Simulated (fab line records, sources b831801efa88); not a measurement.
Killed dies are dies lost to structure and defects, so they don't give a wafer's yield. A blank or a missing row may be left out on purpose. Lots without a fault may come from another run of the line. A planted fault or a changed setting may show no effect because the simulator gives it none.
fab line records | flow sky130
record lots=6 wafers=18 last_day=50
route steps=708 shown CAPM@538 METAL3@555 PAD_OPEN@708
lots that met no fault: from a run of the same line without faults
start_h: hours from the record's first day to the start of the lot's first wafer shown | wait_h: hours since the lot's step before | " the same as in the row above | L1.1+2: a row that stands for several wafers | - no value, or no start given | * or withheld: withheld | < > ~ a bound
route shown NAME@n: a module of which the file shows steps, and the number in the route of the first | usual: mean/standard deviation of fault-free wafers | same: alike in all rows | chamber/n: place in a boat | sites: the reading at each site | _std_site: their standard deviation | _edge_site: outer sites' mean less inner sites' | radius_mm: how far each site lies from the wafer's centre | mask NAME#n: copy n | behind: the tool/chamber that last shaped the wafer | hold: why the lot was held/for how many hours/how that ended | device: the transistor (n, p or np) that didn't switch | end of line: the same wafers' tests at the end of the route | a step without rows: its recipe alone | killed: dies lost to structure and defects at the first sort, not the wafer's yield | map: a wafer's dies, x killed, . not, _ none there
set.NAME: the setting as run; set.NAME@STEP: as run at that earlier step | model.NAME: the simulator's own value behind a step, which no gauge read
lots at some steps of the route; a table a step, a row a wafer
services: from which hour (start_h, from the record's first day; less than 0 if before it) a tool's chamber was out of use, for how many hours, and why
## steps
# step SKY_CAPM_THK_MEAS_01
# recipe reads=SiO2_of_CAPM_CVD_00
# usual CAPM_CVD_00_THK=15.54/0.21
# columns lot.wafer tool chamber start_h wait_h CAPM_CVD_00_THK[nm]
L361.1 film_metro-04 - 929.93 - 15.33
L361.4 " - " " 15.60
L361.5 " - " " 15.72
L362.2 film_metro-04 - 930.71 - 15.33
L362.3 " - " " 15.48
L362.4 " - " " 15.51
L371.2 film_metro-01 - 993.09 - 15.52
L371.4 " - " " 15.85
L371.5 " - " " 15.92
L372.2 film_metro-01 - 993.80 - 15.51
L372.3 " - " " 15.44
L372.5 " - " " 16.02
L373.4 film_metro-04 - 999.52 - 15.81
L373.5 " - " " 15.46
L373.6 " - " " 15.54
L374.1 film_metro-01 - 1003.26 - 15.47
L374.3 " - " " 15.73
L374.4 " - " " 15.79
# step SKY_CAPM_SPUTTER_02
# recipe material=TiN target_thk_nm=200 temp_c=300 power_w=6500 time_s=166.7 chamber_pressure_pa=0.4
# usual susceptor_temp_C=300.01/0.18 throttle_valve_pct=30.0/1.2
# same time_s=166.7
# columns lot.wafer tool chamber start_h wait_h susceptor_temp_C throttle_valve_pct
L361.1 pvd_sputter-03 - 929.99 0.1 300.39 29.0
L361.4 " - " " 300.23 28.4
L361.5 " - " " 300.24 29.1
L362.2 pvd_sputter-02 - 930.76 0.0 300.08 32.9
L362.3 " - " " 300.02 30.6
L362.4 " - " " 300.12 29.2
L371.2 pvd_sputter-02 - 993.14 0.0 300.03 31.6
L371.4 " - " " 300.10 29.2
L371.5 " - " " 300.17 30.6
L372.2 pvd_sputter-02 - 993.85 0.0 300.20 31.8
L372.3 " - " " 300.20 29.5
L372.5 " - " " 299.77 29.3
L373.4 pvd_sputter-03 - 999.55 0.0 299.75 29.6
L373.5 " - " " 299.97 30.3
L373.6 " - " " 299.80 28.8
L374.1 pvd_sputter-01 - 1003.32 0.1 299.94 30.2
L374.3 " - " " 299.93 31.7
L374.4 " - " " 299.86 29.1
# step SKY_CAPM_RS_MEAS_03
# recipe thk_meas_gauge=four-point-probe reads=TiN_of_CAPM_SPUTTER_02
# usual CAPM_TIN_RS=6.91/0.075
# columns lot.wafer tool chamber start_h wait_h CAPM_TIN_RS[ohm/sq]
L361.1 film_metro-01 - 930.10 0.1 6.92
L361.4 " - " " 6.98
L361.5 " - " " 6.95
L362.2 film_metro-01 - 930.89 0.1 6.76
L362.3 " - " " 6.78
L362.4 " - " " 6.85
L371.2 film_metro-04 - 993.27 0.1 6.77
L371.4 " - " " 6.79
L371.5 " - " " 6.76
L372.2 film_metro-02 - 993.97 0.1 6.89
L372.3 " - " " 6.92
L372.5 " - " " 6.93
L373.4 film_metro-01 - 999.72 0.1 6.94
L373.5 " - " " 6.93
L373.6 " - " " 6.88
L374.1 film_metro-04 - 1003.43 0.1 6.81
L374.3 " - " " 6.77
L374.4 " - " " 6.85
# step SKY_CAPM_THK_MEAS_04
# recipe thk_meas_gauge=xrf reads=TiN_of_CAPM_SPUTTER_02
# usual CAPM_TIN_THK=201.5/2.3
# columns lot.wafer tool chamber start_h wait_h CAPM_TIN_THK[nm]
L361.1 film_metro-01 - 930.22 0.1 199.2
L361.4 " - " " 197.8
L361.5 " - " " 198.8
L362.2 film_metro-01 - 931.00 0.1 203.4
L362.3 " - " " 203.3
L362.4 " - " " 202.1
L371.2 film_metro-04 - 993.38 0.1 203.6
L371.4 " - " " 203.4
L371.5 " - " " 204.4
L372.2 film_metro-02 - 994.08 0.1 204.1
L372.3 " - " " 203.4
L372.5 " - " " 203.5
L373.4 film_metro-01 - 999.81 0.1 199.4
L373.5 " - " " 199.7
L373.6 " - " " 200.3
L374.1 film_metro-04 - 1003.55 0.1 202.9
L374.3 " - " " 203.2
L374.4 " - " " 201.7
# step SKY_CAPM_DEHYDRATE_05
# recipe temp_c=200 time_s=60
# step SKY_CAPM_HMDS_06
# recipe prime_time_s=60 prime_temp_c=120
# step SKY_CAPM_COAT_07
# recipe resist=NOVOLAK spin_rpm=3000 resist_thk_nm=1140
# step SKY_CAPM_SOFTBAKE_08
# recipe temp_c=90 time_s=60 resist=NOVOLAK
# step SKY_CAPM_EXPOSE_09
# recipe mask_id=CAPM na=0.6 source_shape=conventional sigma_outer=0.6 polarization=unpolarized target_cd_nm=1000 dose_mj=159
# step SKY_CAPM_PEB_10
# recipe temp_c=withheld time_s=* resist=NOVOLAK
# step SKY_CAPM_DEVELOP_11
# recipe resist=NOVOLAK developer=TMAH develop_time_s=60 dev_temp_c=23
# step SKY_CAPM_OVL_MEAS_12
# usual CAPM_OVL=-0.3/1.6
# columns lot.wafer tool chamber start_h wait_h CAPM_OVL[nm]
L361.1 overlay-02 - 953.04 0.1 1.7
L361.4 " - " " -0.6
L361.5 " - " " -2.3
L362.2 overlay-01 - 955.65 0.1 0.1
L362.3 " - " " -0.9
L362.4 " - " " 1.7
L371.2 overlay-02 - 1016.36 0.1 1.0
L371.4 " - " " 0.9
L371.5 " - " " 2.8
L372.2 overlay-02 - 1017.20 0.1 -1.8
L372.3 " - " " -0.4
L372.5 " - " " -1.3
L373.4 overlay-02 - 1022.61 0.1 0.3
L373.5 " - " " -0.1
L373.6 " - " " 1.2
L374.1 overlay-02 - 1025.74 0.1 2.3
L374.3 " - " " -1.9
L374.4 " - " " -0.1
# step SKY_CAPM_METAL_ETCH_13
# recipe target_depth_nm=220 stop_on=SiO2 chemistry=Cl2/BCl3 target=TiN pressure_mtorr=10 icp_w=900 bias_w=48.5 Cl2_flow_sccm=60 bcl3_flow_sccm=30 time_s=62.9
# usual bias_w=48.52/0.14 drypump_motor_current_A=5.8/0.61 oes_product_au=0.941/0.0074 throttle_valve_pct=21.902/0.0093
# same time_s=62.9
# columns lot.wafer tool chamber start_h wait_h bias_w drypump_motor_current_A oes_product_au rf_hours_counter_h throttle_valve_pct model.NOVOLAK_of_CAPM_COAT_07.thk_nm model.SiO2_of_CAPM_CVD_00.thk_nm
L361.1 rie_metal-04 1 953.08 0.0 48.49 5.7 0.933 6 21.904 996.2 15.37
L361.4 " 0 " " 48.34 6.3 0.936 - 21.904 990.4 15.63
L361.5 " 0 " " 48.46 6.3 0.943 - 21.906 995.3 15.73
L362.2 rie_metal-03 1 955.71 0.0 48.67 5.0 0.957 - 21.900 990.3 15.32
L362.3 " 1 " " 48.65 5.0 0.951 - 21.890 988.5 15.51
L362.4 " 1 " " 48.42 5.0 0.948 - 21.907 989.3 15.54
L371.2 rie_metal-01 1 1016.39 0.0 48.64 6.6 0.954 12 21.900 994.8 15.55
L371.4 " 0 " " 48.35 6.1 0.958 - 21.892 994.9 15.87
L371.5 " 1 " " 48.72 6.6 0.950 - 21.888 994.7 15.87
L372.2 rie_metal-03 1 1017.23 0.0 54.94 5.0 0.941 17 21.898 981.8 13.99
L372.3 " 0 " " 48.40 5.2 0.941 - 21.911 988.9 15.39
L372.5 " 0 " " 48.49 5.2 0.939 - 21.892 990 16
L373.4 rie_metal-04 0 1022.65 0.0 48.49 6.3 0.944 - 21.897 996.2 15.78
L373.5 " 0 " " 48.69 6.3 0.944 - 21.917 995.2 15.48
L373.6 " 1 " " 48.47 5.7 0.939 - 21.892 996.1 15.53
L374.1 rie_metal-03 0 1025.78 0.0 48.56 5.2 0.952 10 21.906 990.5 15.46
L374.3 " 1 " " 55.04 5.0 0.957 - 21.903 985.7 14.21
L374.4 " 0 " " 48.65 5.2 0.950 - 21.889 988.5 15.78
# step SKY_CAPM_STRIP_14
# recipe chemistry=O2/N2 power_w=1400 pressure_mtorr=1500 platen_temp_c=withheld o2_flow_sccm=3000 n2_flow_sccm=300 overash_fraction=0.5
# usual drypump_motor_current_A=6.0/0.42 o2_flow_sccm=3000/9.2 oes_product_au=0.710/0.0051 strip_time_to_endpoint_s=12.65/0.038
# columns lot.wafer tool chamber start_h wait_h drypump_motor_current_A o2_flow_sccm oes_product_au rf_hours_counter_h strip_time_to_endpoint_s
L361.1 plasma_asher-03 0 953.15 0.1 6.1 2995 0.717 88 12.68
L361.4 " 0 " " 6.1 3004 0.708 - 12.61
L361.5 " 0 " " 6.1 3000 0.715 - 12.68
L362.2 plasma_asher-03 1 955.84 0.1 5.5 2996 0.712 88 12.63
L362.3 " 1 " " 5.5 2989 0.709 - 12.59
L362.4 " 0 " " 6.1 3009 0.704 - 12.60
L371.2 plasma_asher-03 0 1016.47 0.1 6.1 2982 0.703 94 12.67
L371.4 " 0 " " 6.1 2991 0.709 - 12.67
L371.5 " 1 " " 5.5 3001 0.711 - 12.65
L372.2 plasma_asher-04 1 1017.30 0.1 6.4 2991 0.704 45 12.53
L372.3 " 0 " " 5.9 2986 0.700 - 12.61
L372.5 " 1 " " 6.4 2985 0.707 - 12.63
L373.4 plasma_asher-04 1 1022.74 0.1 6.4 3005 0.712 - 12.69
L373.5 " 1 " " 6.4 2999 0.712 - 12.67
L373.6 " 0 " " 5.9 2993 0.712 - 12.69
L374.1 plasma_asher-01 1 1025.86 0.1 5.7 2983 0.703 30 12.62
L374.3 " 1 " " 5.7 3010 0.699 - 12.57
L374.4 " 0 " " 6.8 2996 0.713 - 12.60
# step SKY_CAPM_STRIP_15
# recipe chemistry=post_etch_residue_remover time_s=1200 temp_c=72.5
# step SKY_CAPM_CLEAN_16
# recipe chemistry=IPA time_s=180 temp_c=25
# step SKY_CAPM_CLEAN_17
# recipe chemistry=O3/DIW dry=n2_spin
# step SKY_METAL3_DEHYDRATE_05
# recipe temp_c=200 time_s=60
# step SKY_METAL3_HMDS_06
# recipe prime_time_s=60 prime_temp_c=120
# step SKY_METAL3_COAT_07
# recipe resist=BARC temp_c=withheld time_s=withheld spin_rpm=3000 resist_thk_nm=60
# step SKY_METAL3_COAT_08
# recipe resist=KrF-thick spin_rpm=3000 resist_thk_nm=1140
# step SKY_METAL3_SOFTBAKE_09
# recipe temp_c=100 time_s=90 resist=KrF-thick
# step SKY_METAL3_EXPOSE_10
# recipe mask_id=MM3 na=0.68 source_shape=annular sigma_inner=0.4 sigma_outer=0.8 target_cd_nm=300 dose_mj=28
# step SKY_METAL3_PEB_11
# recipe peb_temp_c=withheld peb_time_s=withheld resist=KrF-thick
# step SKY_METAL3_DEVELOP_12
# recipe develop_time_s=60 resist=KrF-thick dev_temp_c=21
# step SKY_METAL3_CD_MEAS_13
# recipe target_cd_nm=300
# usual cd_nm=299.7/1.7
# columns lot.wafer tool chamber start_h wait_h cd_nm
L361.1 cd_sem-01 - 977.25 - 299.2
L361.4 " - " " 299.7
L361.5 " - " " 301.9
L362.2 cd_sem-02 - 980.05 - 297.1
L362.3 " - " " 298.9
L362.4 " - " " 297.7
L371.2 cd_sem-02 - 1040.42 - 301.0
L371.4 " - " " 301.0
L371.5 " - " " 301.6
L372.2 cd_sem-01 - 1041.07 - 299.4
L372.3 " - " " 299.9
L372.5 " - " " 297.8
L373.4 cd_sem-02 - 1045.36 - 300.8
L373.5 " - " " 300.8
L373.6 " - " " 300.5
L374.1 cd_sem-01 - 1048.80 - 301.5
L374.3 " - " " 299.5
L374.4 " - " " 300.6
# step SKY_METAL3_OVL_MEAS_14
# usual METAL3_OVL=-1/5.8
# columns lot.wafer tool chamber start_h wait_h METAL3_OVL[nm]
L361.1 overlay-02 - 977.37 0.1 -2
L361.4 " - " " 0
L361.5 " - " " -3
L362.2 overlay-01 - 980.15 0.1 6
L362.3 " - " " 2
L362.4 " - " " 13
L371.2 overlay-01 - 1040.52 0.1 -10
L371.4 " - " " -1
L371.5 " - " " -8
L372.2 overlay-02 - 1041.17 0.1 5
L372.3 " - " " 8
L372.5 " - " " 6
L373.4 overlay-01 - 1045.43 0.1 4
L373.5 " - " " 0
L373.6 " - " " -3
L374.1 overlay-01 - 1048.92 0.1 0
L374.3 " - " " 3
L374.4 " - " " 4
# step SKY_METAL3_DESCUM_15
# recipe chemistry=O2 source_power_w=150 bias_power_w=0 pressure_mtorr=10 temp_c=40 time_s=8
# usual drypump_motor_current_A=5.6/0.5 oes_product_au=1.004/0.0067
# same bias_power_w=0 time_s=8
# columns lot.wafer tool chamber start_h wait_h drypump_motor_current_A oes_product_au rf_hours_counter_h
L361.1 rie_metal-03 0 977.40 0.0 5.2 0.994 8
L361.4 " 0 " " 5.2 1.002 -
L361.5 " 0 " " 5.2 0.999 -
L362.2 rie_metal-03 1 980.18 0.0 5.0 1.010 16
L362.3 " 1 " " 5.0 1.014 -
L362.4 " 0 " " 5.2 1.013 -
L371.2 rie_metal-03 1 1040.55 0.0 5.0 1.012 18
L371.4 " 1 " " 5.0 1.010 -
L371.5 " 1 " " 5.0 1.006 -
L372.2 rie_metal-03 0 1041.20 0.0 5.2 1.011 11
L372.3 " 1 " " 5.0 1.003 -
L372.5 " 1 " " 5.0 1.006 -
L373.4 rie_metal-04 0 1045.46 0.0 6.3 1.009 -
L373.5 " 1 " " 5.7 0.998 -
L373.6 " 0 " " 6.3 1.013 -
L374.1 rie_metal-04 1 1048.95 0.0 5.7 1.009 12
L374.3 " 1 " " 5.7 0.999 -
L374.4 " 0 " " 6.3 1.005 -
# step SKY_METAL3_ETCH_16
# recipe chemistry=N2/H2 target=BARC ion_energy_ev=200 bias_w=100 pressure_mtorr=30 n2_flow_sccm=100 h2_flow_sccm=200 icp_w=500 stop_on=SiO2 time_s=88.2 target_depth_a=600
# usual bias_w=99.96/0.27 drypump_motor_current_A=5.6/0.5 oes_product_au=0.626/0.0044 throttle_valve_pct=13.205/0.0098
# same time_s=88.2
# columns lot.wafer tool chamber start_h wait_h bias_w drypump_motor_current_A oes_product_au rf_hours_counter_h throttle_valve_pct
L361.1 rie_metal-03 0 977.43 0.0 100.28 5.2 0.622 8 13.226
L361.4 " 0 " " 100.08 5.2 0.621 - 13.203
L361.5 " 0 " " 100.10 5.2 0.625 - 13.209
L362.2 rie_metal-03 1 980.22 0.0 99.89 5.0 0.626 16 13.222
L362.3 " 1 " " 99.59 5.0 0.624 - 13.210
L362.4 " 0 " " 100.15 5.2 0.631 - 13.201
L371.2 rie_metal-03 1 1040.58 0.0 99.69 5.0 0.625 19 13.201
L371.4 " 1 " " 99.97 5.0 0.627 - 13.203
L371.5 " 1 " " 100.17 5.0 0.629 - 13.192
L372.2 rie_metal-03 0 1041.23 0.0 99.69 5.2 0.624 11 13.212
L372.3 " 1 " " 99.88 5.0 0.623 - 13.203
L372.5 " 1 " " 100.01 5.0 0.623 - 13.203
L373.4 rie_metal-04 0 1045.52 0.0 99.97 6.3 0.619 - 13.202
L373.5 " 1 " " 100.03 5.8 0.629 - 13.203
L373.6 " 0 " " 100.22 6.3 0.619 - 13.202
L374.1 rie_metal-04 1 1048.98 0.0 100.01 5.7 0.618 12 13.192
L374.3 " 1 " " 99.59 5.7 0.626 - 13.204
L374.4 " 0 " " 99.79 6.3 0.627 - 13.202
# step SKY_METAL3_ETCH_17
# recipe target=SiO2 stop_on=TiN chemistry=C4F8/O2/Ar source_w=1500 bias_w=1200 pressure_mtorr=40 c4f8_flow_sccm=withheld O2_flow_sccm=6 Ar_flow_sccm=300 time_s=3.9 target_depth_a=150
# usual bias_w=1200/3.9 oes_product_au=0.755/0.0063
# same time_s=3.9
# columns lot.wafer tool chamber start_h wait_h bias_w oes_product_au rf_hours_counter_h model.etch.depth_nm
L361.1 rie_diel-03 1 977.53 0.1 1204 0.752 19 15.37
L361.4 " 2 " " 1199 0.758 4 15.63
L361.5 " 1 " " 1206 0.756 - 15.73
L362.2 rie_diel-01 1 980.32 0.1 1201 0.755 17 15.32
L362.3 " 2 " " 1200 0.756 15 15.51
L362.4 " 3 " " 1196 0.755 26 15.54
L371.2 rie_diel-04 0 1040.68 0.1 1207 0.753 14 15.55
L371.4 " 2 " " 1205 0.758 14 15.87
L371.5 " 1 " " 1202 0.757 - 15.87
L372.2 rie_diel-03 2 1041.33 0.1 1199 0.718 6 13.99
L372.3 " 1 " " 1193 0.758 21 15.39
L372.5 " 2 " " 1204 0.757 - 16
L373.4 rie_diel-01 1 1045.58 0.0 1204 0.762 19 15.78
L373.5 " 0 " " 1200 0.751 - 15.48
L373.6 " 1 " " 1205 0.757 - 15.53
L374.1 rie_diel-01 3 1049.08 0.1 1202 0.750 1 15.46
L374.3 " 2 " " 1205 0.721 16 14.21
L374.4 " 0 " " 1200 0.761 15 15.78
# step SKY_METAL3_METAL_ETCH_18
# recipe target_depth_a=8450 stop_on=SiO2 over_etch_frac=0.3 time_s=183.1 chemistry=Cl2/BCl3 resist_sidewall_deg=88 pressure_mtorr=10 icp_w=900 bias_w=48.5 Cl2_flow_sccm=60 bcl3_flow_sccm=30
# usual bias_w=48.51/0.13 drypump_motor_current_A=5.7/0.44 oes_product_au=0.865/0.006 throttle_valve_pct=22.264/0.0083
# same time_s=183.1
# columns lot.wafer tool chamber start_h wait_h bias_w drypump_motor_current_A oes_product_au rf_hours_counter_h throttle_valve_pct
L361.1 rie_metal-02 0 977.55 0.0 48.61 5.6 0.862 12 22.263
L361.4 " 1 " " 48.42 6.1 0.851 - 22.276
L361.5 " 1 " " 48.29 6.1 0.863 - 22.256
L362.2 rie_metal-02 1 980.33 0.0 48.50 6.2 0.860 11 22.251
L362.3 " 0 " " 48.69 5.6 0.872 - 22.256
L362.4 " 1 " " 48.28 6.1 0.870 - 22.262
L371.2 rie_metal-02 1 1040.70 0.0 48.60 6.1 0.854 14 22.252
L371.4 " 0 " " 48.61 5.6 0.871 - 22.264
L371.5 " 0 " " 48.45 5.6 0.869 - 22.272
L372.2 rie_metal-02 0 1041.35 0.0 48.55 5.6 0.864 16 22.271
L372.3 " 1 " " 48.52 6.2 0.873 - 22.264
L372.5 " 1 " " 48.41 6.1 0.870 - 22.260
L373.4 rie_metal-03 1 1045.66 0.1 48.57 5.0 0.858 - 22.282
L373.5 " 1 " " 48.70 5.0 0.863 - 22.253
L373.6 " 0 " " 48.71 5.2 0.866 - 22.268
L374.1 rie_metal-03 0 1049.10 0.0 48.67 5.2 0.866 12 22.265
L374.3 " 0 " " 48.61 5.2 0.867 - 22.251
L374.4 " 1 " " 48.65 5.0 0.868 - 22.265
# step SKY_PAD_OPEN_PROBE_99
# usual defect_limited_yield=82.2/1.9 killed_at_M0_to_M3=44/6.6 killed_at_M4_up=3.4/1.9 killed_at_contacts=25/5.6 killed_at_front_end=15/4.6 killed_at_other=0.3/0.6 killed_dies=88/9.5 killed_open=47/7.1 killed_short=40/6.4 sort_bin_3_pad_short=1.0/0.47 sort_bin_5_function=10.4/1.4 sort_bin_6_memory=6.4/1.1 sort_n_pass=404/9.5 sort_yield_pct=82.2/1.9
# same gross_dies=492 killed_at_back_side=0 sort_bin_4_leakage[%]=0 sort_bin_8_speed[%]=0
# columns lot.wafer tool chamber start_h wait_h defect_limited_yield[%] killed_at_M0_to_M3 killed_at_M4_up killed_at_contacts killed_at_front_end killed_at_other killed_dies killed_open killed_short sort_bin_3_pad_short[%] sort_bin_5_function[%] sort_bin_6_memory[%] sort_n_pass sort_yield_pct[%]
L361.1 prober-02 - 1137.41 0.1 81.5 48 7 23 13 0 91 41 49 1.2 10.6 6.7 401 81.5
L361.4 prober-02 - 1137.56 0.2 84.3 37 2 20 18 0 77 50 26 1.6 9.6 4.5 415 84.3
L361.5 prober-02 - 1137.61 0.2 83.5 44 3 20 14 0 81 45 35 0.8 8.5 7.1 411 83.5
L362.2 prober-01 - 1139.58 0.1 80.7 46 4 22 23 0 95 56 39 0.2 11.4 7.7 397 80.7
L362.3 prober-01 - 1139.63 0.2 78.9 55 2 30 17 0 104 55 49 1.4 12.4 7.3 388 78.9
L362.4 prober-01 - 1139.68 0.2 83.3 38 5 23 16 0 82 39 42 0.6 9.6 6.5 410 83.3
L371.2 prober-01 - 1185.72 0.1 80.9 44 10 20 20 0 94 49 45 1.0 10.4 7.7 398 80.9
L371.4 prober-01 - 1185.82 0.2 81.1 37 3 28 25 0 93 50 43 1.0 10.6 7.3 399 81.1
L371.5 prober-01 - 1185.87 0.2 84.3 42 1 22 12 0 77 41 36 1.0 10.0 4.7 415 84.3
L372.2 prober-02 - 1187.22 0.1 83.7 37 2 25 16 0 80 43 37 1.2 8.7 6.3 412 83.7
L372.3 prober-02 - 1187.27 0.2 79.9 54 5 30 10 0 99 48 51 1.0 12.4 6.7 393 79.9
L372.5 prober-02 - 1187.37 0.2 79.5 43 5 31 22 0 101 59 42 0.6 10.8 9.1 391 79.5
L373.4 prober-01 - 1189.81 0.2 79.3 51 5 26 19 1 102 46 56 0.6 11.2 8.9 390 79.3
L373.5 prober-01 - 1189.86 0.2 84.8 32 5 24 14 0 75 34 41 1.0 9.3 4.9 417 84.8
L373.6 prober-01 - 1189.91 0.2 81.1 45 2 31 15 0 93 51 42 0.8 12.4 5.7 399 81.1
L374.1 prober-02 - 1193.04 0.1 80.9 55 5 18 16 0 94 50 44 1.2 11.8 6.1 398 80.9
L374.3 prober-02 - 1193.14 0.2 82.3 49 7 24 7 0 87 46 41 0.6 10.0 7.1 405 82.3
L374.4 prober-02 - 1193.19 0.2 81.7 40 4 33 13 0 90 48 42 1.8 10.2 6.3 402 81.7
# killed by level:class
L361.1 VIA1:geometric_particle:open=14 VIA1:geometric_particle:short=8 CONTACT:geometric_particle:open=7 POLY_GATE:geometric_particle:short=6 METAL2:geometric_particle:short=5 LOCAL_INTERCONNECT:geometric_particle:short=5 CONTACT:geometric_particle:short=5 METAL1:geometric_particle:short=5
L361.4 LI_CONTACT:geometric_particle:open=10 VIA1:geometric_particle:open=9 CONTACT:geometric_particle:open=8 POLY_GATE:geometric_particle:open=6 VIA1:geometric_particle:short=6 VIA2:geometric_particle:open=5 VIA3:geometric_particle:short=5 VIA3:geometric_particle:open=4
L361.5 VIA1:geometric_particle:open=13 CONTACT:geometric_particle:open=8 LI_CONTACT:geometric_particle:open=6 VIA2:geometric_particle:open=5 VIA3:geometric_particle:short=5 LI_CONTACT:geometric_particle:short=4 VIA1:geometric_particle:short=4 VIA3:geometric_particle:open=4
L362.2 VIA1:geometric_particle:open=12 VIA2:geometric_particle:open=10 CONTACT:geometric_particle:open=9 FIELD_ISO:geometric_particle:short=8 LI_CONTACT:geometric_particle:open=7 FIELD_ISO:geometric_particle:open=5 METAL2:geometric_particle:short=5 VIA3:geometric_particle:open=5
L362.3 VIA1:geometric_particle:open=16 CONTACT:geometric_particle:open=12 VIA1:geometric_particle:short=9 LI_CONTACT:geometric_particle:open=7 METAL3:geometric_particle:short=7 VIA2:geometric_particle:short=6 LI_CONTACT:geometric_particle:short=5 VIA3:geometric_particle:open=5
L362.4 LI_CONTACT:geometric_particle:open=8 FIELD_ISO:geometric_particle:short=7 CONTACT:geometric_particle:open=7 VIA3:geometric_particle:open=7 VIA3:geometric_particle:short=5 VIA1:geometric_particle:open=5 METAL2:geometric_particle:short=5 METAL4:geometric_particle:short=5
L371.2 VIA2:geometric_particle:open=10 VIA1:geometric_particle:open=9 FIELD_ISO:geometric_particle:short=7 METAL4:geometric_particle:short=7 LI_CONTACT:geometric_particle:open=7 VIA1:geometric_particle:short=5 CONTACT:geometric_particle:open=5 VIA3:geometric_particle:open=5
L371.4 LI_CONTACT:geometric_particle:open=14 POLY_GATE:geometric_particle:short=9 FIELD_ISO:geometric_particle:open=7 VIA2:geometric_particle:open=6 CONTACT:geometric_particle:open=6 METAL1:geometric_particle:short=6 METAL2:geometric_particle:short=6 VIA1:geometric_particle:open=5
L371.5 VIA1:geometric_particle:open=14 METAL2:geometric_particle:short=9 LI_CONTACT:geometric_particle:open=7 CONTACT:geometric_particle:open=6 METAL3:geometric_particle:short=5 LI_CONTACT:geometric_particle:short=4 METAL1:geometric_particle:short=4 VIA2:geometric_particle:open=4
L372.2 VIA1:geometric_particle:open=10 LI_CONTACT:geometric_particle:open=9 CONTACT:geometric_particle:open=8 METAL2:geometric_particle:short=6 VIA1:geometric_particle:short=5 VIA3:geometric_particle:open=4 CONTACT:geometric_particle:short=4 FIELD_ISO:geometric_particle:short=3
L372.3 VIA1:geometric_particle:open=10 CONTACT:geometric_particle:open=9 VIA3:geometric_particle:short=8 CONTACT:geometric_particle:short=7 LOCAL_INTERCONNECT:geometric_particle:short=6 METAL2:geometric_particle:short=6 VIA2:geometric_particle:open=6 LI_CONTACT:geometric_particle:open=5
L372.5 VIA1:geometric_particle:open=12 POLY_GATE:geometric_particle:open=9 CONTACT:geometric_particle:open=9 LI_CONTACT:geometric_particle:open=8 LI_CONTACT:geometric_particle:short=8 VIA3:geometric_particle:open=8 FIELD_ISO:geometric_particle:open=6 METAL1:geometric_particle:short=6
L373.4 CONTACT:geometric_particle:open=11 VIA1:geometric_particle:open=11 METAL3:geometric_particle:short=8 POLY_GATE:geometric_particle:short=7 VIA2:geometric_particle:open=7 METAL1:geometric_particle:short=7 METAL2:geometric_particle:short=6 CONTACT:geometric_particle:short=5
L373.5 CONTACT:geometric_particle:open=9 CONTACT:geometric_particle:short=6 VIA2:geometric_particle:open=6 POLY_GATE:geometric_particle:short=5 LI_CONTACT:geometric_particle:open=5 METAL1:geometric_particle:short=4 METAL2:geometric_particle:short=4 FIELD_ISO:geometric_particle:short=3
L373.6 VIA1:geometric_particle:open=11 CONTACT:geometric_particle:open=9 LOCAL_INTERCONNECT:geometric_particle:short=8 LI_CONTACT:geometric_particle:open=7 METAL1:geometric_particle:short=7 VIA3:geometric_particle:open=6 FIELD_ISO:geometric_particle:open=5 VIA2:geometric_particle:short=5
L374.1 VIA1:geometric_particle:open=12 METAL1:geometric_particle:short=7 VIA2:geometric_particle:open=7 CONTACT:geometric_particle:open=6 VIA1:geometric_particle:short=6 VIA3:geometric_particle:open=6 LI_CONTACT:geometric_particle:open=5 FIELD_ISO:geometric_particle:open=4
L374.3 VIA1:geometric_particle:open=13 CONTACT:geometric_particle:open=9 CONTACT:geometric_particle:short=7 METAL2:geometric_particle:short=7 VIA2:geometric_particle:open=6 VIA2:geometric_particle:short=5 METAL3:geometric_particle:short=5 VIA3:geometric_particle:open=5
L374.4 LI_CONTACT:geometric_particle:open=12 LOCAL_INTERCONNECT:geometric_particle:short=9 CONTACT:geometric_particle:open=9 METAL2:geometric_particle:short=7 VIA3:geometric_particle:open=7 VIA2:geometric_particle:open=6 METAL1:geometric_particle:short=6 VIA1:geometric_particle:open=6
## services
# columns tool chamber start_h hours kind
pvd_sputter-01 0 917.28 - consumable_replace:kit
pvd_sputter-01 0 917.28 18.0 scheduled_down
pvd_sputter-01 0 917.28 18.0 vent_cycle
rie_diel-01 - 923.17 4.3 pm
plasma_asher-04 - 923.75 2.0 repair
plasma_asher-01 - 927.09 2.5 repair
rie_diel-03 2 943.44 9.9 repair
rie_metal-03 0 952.16 6.0 repair
pvd_sputter-02 0 979.07 - consumable_replace:kit
pvd_sputter-02 0 979.07 18.0 scheduled_down
pvd_sputter-02 0 979.07 18.0 vent_cycle
rie_diel-03 2 986.94 14.9 repair
rie_diel-01 3 989.98 - clean
rie_diel-01 3 989.98 - consumable_replace:showerhead
rie_diel-01 3 989.98 16.1 scheduled_down
rie_diel-01 3 989.98 16.1 vent_cycle
rie_diel-01 - 1003.51 14.6 pm
rie_diel-01 2 1023.18 8.5 repair
rie_diel-04 1 1024.29 9.4 repair
rie_diel-03 1 1025.82 1.3 repair
plasma_asher-03 - 1030.41 2.1 repair
plasma_asher-03 - 1033.73 0.4 repair
pvd_sputter-03 - 1045.74 27.6 repair
pvd_sputter-01 - 1048.09 1.4 repair
## key
first_sign step=SKY_CAPM_METAL_ETCH_13 reading=bias_w direction=up sigmas=47 usual=48.52 struck=54.99
effect step=SKY_CAPM_STRIP_14 reading=strip_time_to_endpoint_s direction=down sigmas=2.6 usual=* struck=*
effect step=SKY_METAL3_ETCH_17 reading=oes_product_au direction=down sigmas=5.6 usual=0.755 struck=0.720
model_effect step=SKY_CAPM_METAL_ETCH_13 value=NOVOLAK_of_CAPM_COAT_07.thk_nm without=992.1 struck=983.7
model_effect step=SKY_METAL3_ETCH_17 value=etch.depth_nm without=15.6 struck=14.1
met_at SKY_CAPM_METAL_ETCH_13
struck_wafers L372.2,L374.3
onset_between 955.71 1017.23
fault kind=process_parameter_drift tool=rie_metal-03 chamber=1 onset_h=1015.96 steps=SKY_CAPM_METAL_ETCH_13 channel=bias_w offset=6.5413 shape=step end_h=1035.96 acts_in=these_recipes_only stated=48.5
